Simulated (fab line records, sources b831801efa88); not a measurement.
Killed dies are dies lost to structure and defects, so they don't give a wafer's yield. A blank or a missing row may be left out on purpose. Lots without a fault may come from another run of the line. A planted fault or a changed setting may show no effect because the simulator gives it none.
Which tool did it? | flow gf180mcu | 7 lots, 21 wafers sampled, at 1 step of a route of 602

WHAT THE GAUGES READ, wafer by wafer
GF_M4_THK_MEAS_06: measures by xrf.
lot  | measured     | on            | M4_ALCU_THK (nm)
L241 | day 23 17:13 | film_metro-03 | 454 448 456
L244 | day 24 22:11 | film_metro-02 | 465 447 467
L248 | day 25 23:14 | film_metro-04 | 460 460 456
L256 | day 28 11:20 | film_metro-02 | 456 458 464
L259 | day 29 08:46 | film_metro-02 | 454 453 456
L261 | day 30 01:29 | film_metro-02 | 464 468 470
L263 | day 30 10:18 | film_metro-03 | 469 453 457

WHICH TOOL RAN EACH LOT (tool, then ch and the chambers of the sampled wafers, then the start)
The record holds no process step before these readings.

THE ANSWER, worked out from the rows above alone
Rule: what is usual is taken from the lots themselves. Put in order of their means at a reading, lots are off if they are a third of the lots or fewer, leave a main group of 4 or more, and stand apart from it by a gap of 3 or more times the standard deviation of the main group's means; of several such gaps the widest counts. A main group whose means are all the same, to the digits that the tables above print for the reading, isn't used. A lot without any number at a reading at which 4 lots or more have one is off too. The other lots that the step has rows for count as sound.
No lot is off at any reading shown: from this, nothing can be told.

WHAT THE SIMULATOR HAD PUT IN
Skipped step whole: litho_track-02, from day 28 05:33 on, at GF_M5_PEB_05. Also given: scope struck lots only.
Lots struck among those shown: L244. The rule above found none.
